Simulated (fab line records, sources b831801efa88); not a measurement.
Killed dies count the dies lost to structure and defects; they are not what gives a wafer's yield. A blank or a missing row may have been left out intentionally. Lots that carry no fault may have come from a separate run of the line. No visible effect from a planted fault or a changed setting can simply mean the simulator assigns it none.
Comparing a struck lot with a sound one :: flow gf180mcu :: 14 steps out of a route of 602
Sound: wafers L724.1, L724.4, L724.5. The struck wafers were L732.1, L732.5, L732.6. The cause is named last.
Per side, at each step with rows, come the tool, then ch with its chambers, and then its first start. Under that, the readings that differ: sound wafers :: struck wafers :: difference of the means :: sigmas: that difference in standard deviations of wafers without a fault.
alike: readings whose means differ by less than 2 such deviations, and words and numbers that are the same on both sides. not compared: withheld readings, readings that some wafer has no value for, bounds like >300 that may hide the same value, and numbers for which the record gives no deviation and whose values overlap.
The two part at a step that has a row with sigmas, a row that says differs or no value, or rows on one side only. When numbers do not overlap yet have no deviation, they are printed without sigmas and do not part them. A reading missing from all wafers of one side parts the sides only when that side holds two or more wafers.

first, 1 step without rows for these wafers: GF_MVPSD_DEVELOP_06 (develop time 60 s).
GF_MVPSD_OVL_MEAS_07:
  struck on overlay-01, day 8 05:39; sound on overlay-01, day 6 11:28
  alike: MVPSD_OVL
then, 2 steps without rows for these wafers: GF_MVPSD_IMPLANT_08; GF_MVPSD_IMPLANT_09.
GF_MVPSD_STRIP_10: strips in O2/N2.
  sound on plasma_asher-03 ch 0,1, day 6 11:48; struck on plasma_asher-04 ch 0,1, day 8 05:59
  alike: drypump_motor_current_A, heater_power_w, oes_product_au, strip_time_to_endpoint_s
  not compared: rf_hours_counter_h
GF_MVPSD_TW_MEAS_11:
  struck on film_metro-03, day 8 06:05; sound on film_metro-02, day 6 11:54
reading: MVPSD_TW
sound: 560 564 567
struck: 538 539 539
difference: -25
sigmas: -2
then, 6 steps without rows for these wafers: GF_VT_IMPLANT_DEHYDRATE_00 (time 60 s); GF_VT_IMPLANT_HMDS_01 (prime time 60 s); GF_VT_IMPLANT_COAT_02 (resist thk 1000 nm); GF_VT_IMPLANT_SOFTBAKE_03 (time 60 s); GF_VT_IMPLANT_EXPOSE_04 (exposes mask LVPWELL LV AREA, target cd 600 nm); GF_VT_IMPLANT_PEB_05.
GF_VT_IMPLANT_DEVELOP_06: develop time 60 s.
  sound on litho_track-03 ch 0, day 7 02:01; struck on litho_track-03, day 8 22:55
  no value came back on the struck wafers for chill_plate_temp_C (C), develop_time_s (s); on the sound wafers chill_plate_temp_C (C) reads 22.84 22.74 22.93
GF_VT_IMPLANT_OVL_MEAS_07:
  struck on overlay-01, day 8 23:04; sound on overlay-02, day 7 02:10
reading: VT_IMPLANT_OVL (nm)
sound: -0.3 -0.6 -2.1
struck: - - -
difference: no value on the struck wafers
sigmas: 

== WHERE THEY PART ==
Last at GF_VT_IMPLANT_OVL_MEAS_07 as far as this record goes, first at GF_MVPSD_TW_MEAS_11.

WHY: whatever the simulator had introduced
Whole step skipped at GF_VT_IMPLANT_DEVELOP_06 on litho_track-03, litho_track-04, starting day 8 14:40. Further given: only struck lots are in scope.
